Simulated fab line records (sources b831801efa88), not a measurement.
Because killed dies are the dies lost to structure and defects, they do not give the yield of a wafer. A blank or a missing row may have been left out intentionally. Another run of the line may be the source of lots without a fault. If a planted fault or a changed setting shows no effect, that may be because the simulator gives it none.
Check of tool commonality | flow sky130 | Sampled: 11 lots, 39 wafers

== WHAT PROMPTED THE OPENING ==
Of 11 lots, 2 have the reading VT_ADJUST_HVTP_TW flagged at SKY_VT_ADJUST_HVTP_TW_MEAS_11. No-fault wafers: 1366, standard deviation 8.6.
Rule: flag the lot when none of its wafers has a number, or when each of its wafers that has one lies beyond 4 standard deviations from that mean. The rest of the lots are taken to be sound.

lot  | measured     | on            | VT_ADJUST_HVTP_TW, wafer by wafer | flag
L930 | day 6 19:59  | film metro-04 | 1356 1358 1358                    |
L931 | day 7 04:51  | film metro-03 | 1373 1370 1372                    |
L934 | day 7 22:07  | film metro-04 | 1516 1521 1521 1521 1523 1524     | FLAGGED
L935 | day 8 04:42  | film metro-02 | 1543 1548 1545 1550 1553 1543     | FLAGGED
L941 | day 9 18:04  | film metro-04 | 1362 1359 1357                    |
L944 | day 10 15:05 | film metro-02 | 1374 1378 1386                    |
L945 | day 10 19:54 | film metro-03 | 1367 1362 1369                    |
L946 | day 11 05:00 | film metro-03 | 1361 1366 1365                    |
L947 | day 11 12:29 | film metro-03 | 1368 1352 1365                    |
L949 | day 11 22:41 | film metro-04 | 1361 1364 1364                    |
L950 | day 12 04:07 | film metro-04 | 1353 1356 1347                    |
The mean of the flagged lots' numbers is 1534, +168 from the usual (+20 standard deviations).

== LOT BY LOT: THE TOOL USED ==
Before the reading, the record contains 3 process steps out of a 708-step route. Cell contents, in order: the tool; ch with the chambers the sampled wafers went through; the start.
lot  | flag    | SKY_PWDE_STRIP_09                   | SKY_NWELL_STRIP_14                   | SKY_VT_ADJUST_HVTP_IMPLANT_09
L930 |         | plasma asher-01 ch 0,1, day 4 11:35 | plasma asher-01 ch 0,1, day 5 05:47  | implanter-04 ch 0, day 6 19:44
L931 |         | plasma asher-01 ch 0,1, day 4 20:16 | plasma asher-02 ch 1, day 5 14:58    | implanter-04 ch 0, day 7 04:36
L934 | FLAGGED | plasma asher-03 ch 0,1, day 5 12:37 | plasma asher-03 ch 0,1, day 6 06:45  | implanter-04 ch 0, day 7 21:54
L935 | FLAGGED | plasma asher-04 ch 0,1, day 5 16:58 | plasma asher-02 ch 0,1, day 6 12:02  | implanter-04 ch 0, day 8 04:27
L941 |         | plasma asher-03 ch 0,1, day 7 02:31 | plasma asher-03 ch 0,1, day 7 22:16  | implanter-01 ch 0, day 9 17:51
L944 |         | plasma asher-01 ch 0,1, day 7 20:53 | plasma asher-02 ch 0,1, day 8 18:43  | implanter-01 ch 0, day 10 14:50
L945 |         | plasma asher-04 ch 1, day 8 03:23   | plasma asher-01 ch 0, day 9 00:40    | implanter-01 ch 0, day 10 19:39
L946 |         | plasma asher-03 ch 0,1, day 8 10:31 | plasma asher-02 ch 0,1, day 9 08:07  | implanter-01 ch 0, day 11 04:45
L947 |         | plasma asher-01 ch 0,1, day 8 15:28 | plasma asher-01 ch 0,1, day 9 13:58  | implanter-04 ch 0, day 11 12:10
L949 |         | plasma asher-04 ch 0, day 9 02:46   | plasma asher-01 ch 0,1, day 10 01:16 | implanter-04 ch 0, day 11 22:26
L950 |         | plasma asher-04 ch 0,1, day 9 06:14 | plasma asher-01 ch 0,1, day 10 05:20 | implanter-03 ch 0, day 12 03:52
What the steps here do:
- SKY_PWDE_STRIP_09: strips in O2/N2.
- SKY_NWELL_STRIP_14: strips in O2/N2.
- SKY_VT_ADJUST_HVTP_IMPLANT_09
- SKY_VT_ADJUST_HVTP_TW_MEAS_11

== FLAGGED AGAINST TOTAL, ONE TOOL AT A TIME (gauges that did the reading follow at the end) ==
step                          | tool            | lots run | flagged | share of the flagged lots | sound lots run after its first flagged lot
SKY_PWDE_STRIP_09             | plasma asher-01 | 4        | 0       | none                      | -
SKY_PWDE_STRIP_09             | plasma asher-03 | 3        | 1       | some                      | 2 (L941,L946)
SKY_PWDE_STRIP_09             | plasma asher-04 | 4        | 1       | some                      | 3 (L945,L949,L950)
SKY_NWELL_STRIP_14            | plasma asher-01 | 5        | 0       | none                      | -
SKY_NWELL_STRIP_14            | plasma asher-02 | 4        | 1       | some                      | 2 (L944,L946)
SKY_NWELL_STRIP_14            | plasma asher-03 | 2        | 1       | some                      | 1 (L941)
SKY_VT_ADJUST_HVTP_IMPLANT_09 | implanter-01    | 4        | 0       | none                      | -
SKY_VT_ADJUST_HVTP_IMPLANT_09 | implanter-03    | 1        | 0       | none                      | -
SKY_VT_ADJUST_HVTP_IMPLANT_09 | implanter-04    | 6        | 2       | all                       | 2 (L947,L949)
SKY_VT_ADJUST_HVTP_TW_MEAS_11 | film metro-02   | 2        | 1       | some                      | 1 (L944)
SKY_VT_ADJUST_HVTP_TW_MEAS_11 | film metro-03   | 4        | 0       | none                      | -
SKY_VT_ADJUST_HVTP_TW_MEAS_11 | film metro-04   | 5        | 1       | some                      | 3 (L941,L949,L950)

== WHAT THE TABLE ALLOWS ==
Rows of the table that ran each flagged lot: 1, that is implanter-04 at SKY_VT_ADJUST_HVTP_IMPLANT_09.
- implanter-04 at SKY_VT_ADJUST_HVTP_IMPLANT_09: 2 of its 6 lots flagged. Sound lots followed the first flagged one (L947, L949) on it, something a lasting fault affecting the whole tool could not allow. Its own readings lie more than 4 standard deviations out on every wafer of the flagged lots: dose ions cm2, faraday current uA.
None of the table's rows ran every flagged lot and, after the first, no sound lot.

== WHAT THE SIMULATOR PUT IN ==
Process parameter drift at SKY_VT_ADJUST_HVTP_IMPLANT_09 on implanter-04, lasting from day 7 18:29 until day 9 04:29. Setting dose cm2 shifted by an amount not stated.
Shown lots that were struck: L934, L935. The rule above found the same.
